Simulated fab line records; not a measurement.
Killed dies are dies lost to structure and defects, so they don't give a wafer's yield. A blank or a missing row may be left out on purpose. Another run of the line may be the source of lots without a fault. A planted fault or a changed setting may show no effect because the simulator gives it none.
Which tool did it? | flow gf180mcu | Sampling: 6 lots, 18 wafers, 5 of 602 route steps

== WHAT EACH GAUGE READ, for each wafer ==
GF_PASSIVATION_THK_MEAS_01.
lot  | measured     | on            | PASSIVATION_CVD_00_THK (nm)
L642 | day 28 23:53 | film metro-03 | 996 987 991
L647 | day 30 10:40 | film metro-02 | 1003 1006 1008
L649 | day 31 04:24 | film metro-01 | 1003 1012 1016
L651 | day 31 19:02 | film metro-01 | 972 991 1011
L660 | day 33 20:42 | film metro-01 | 999 991 359 998 990 359
L664 | day 34 16:53 | film metro-01 | 996 985 1002

== WHICH TOOL RAN EACH LOT (tool, then ch and the chambers of the sampled wafers, then the start) ==
lot  | GF_V5_SPUTTER_22             | GF_V5_CVD_23                  | GF_TOP_METAL_SPUTTER_03      | GF_PASSIVATION_CVD_00
L642 | pvd sputter-04, day 28 01:44 | cvd w-01 ch 1, day 28 01:47   | pvd sputter-01, day 28 02:40 | pecvd-02 ch 0,1,2, day 28 23:49
L647 | pvd sputter-01, day 29 13:49 | cvd w-02 ch 0,1, day 29 13:52 | pvd sputter-02, day 29 14:36 | pecvd-03 ch 0,1,2, day 30 10:35
L649 | pvd sputter-01, day 30 07:50 | cvd w-01 ch 0,1, day 30 07:53 | pvd sputter-01, day 30 08:43 | pecvd-04 ch 0,1, day 31 04:19
L651 | pvd sputter-03, day 31 00:17 | cvd w-02 ch 0,1, day 31 00:20 | pvd sputter-03, day 31 01:05 | pecvd-02 ch 0,1,2, day 31 18:58
L660 | pvd sputter-01, day 33 03:11 | cvd w-01 ch 0,1, day 33 03:14 | pvd sputter-03, day 33 03:59 | pecvd-03 ch 0,1,2, day 33 20:35
L664 | pvd sputter-03, day 33 23:48 | cvd w-02 ch 0,1, day 33 23:50 | pvd sputter-01, day 34 00:36 | pecvd-02 ch 0,1, day 34 16:49
- GF_V5_SPUTTER_22: material TiN, target thk 10 nm, time 40 s.
- GF_V5_CVD_23: deposits W, target thk 350 nm, time 104.9 s.
- GF_TOP_METAL_SPUTTER_03: material Ti, target thk 5 nm, time 3.3 s.
- GF_PASSIVATION_CVD_00: deposits SiO2 from TEOS, target thk 1000 nm, time 111.95 s.

== THE ANSWER, worked out from the rows above alone ==
Rule: what is usual is taken from the lots themselves. Put in order of their means at a reading, lots are off if they are a third of the lots or fewer, leave a main group of 4 or more, and stand apart from it by a gap of 3 or more times the standard deviation of the main group's means; of several such gaps the widest counts. A main group whose means are all the same, to the digits that the tables above print for the reading, isn't used. A lot without any number at a reading at which 4 lots or more have one is off too. The other lots that the step has rows for count as sound.
Off: at GF_PASSIVATION_THK_MEAS_01 (PASSIVATION_CVD_00_THK), L660. For the main group the mean is 999 nm and the standard deviation 7.9.
If a tool, at a process step before that reading, ran all the lots that are off and no sound lot after the first of them, it fits. The gauges at GF_PASSIVATION_THK_MEAS_01 are tried like those tools. Can't be told from this: 4 tools fit, pvd sputter-01 at GF_V5_SPUTTER_22, cvd w-01 at GF_V5_CVD_23, pvd sputter-03 at GF_TOP_METAL_SPUTTER_03, pecvd-03 at GF_PASSIVATION_CVD_00.

== WHAT THE SIMULATOR HAD PUT IN ==
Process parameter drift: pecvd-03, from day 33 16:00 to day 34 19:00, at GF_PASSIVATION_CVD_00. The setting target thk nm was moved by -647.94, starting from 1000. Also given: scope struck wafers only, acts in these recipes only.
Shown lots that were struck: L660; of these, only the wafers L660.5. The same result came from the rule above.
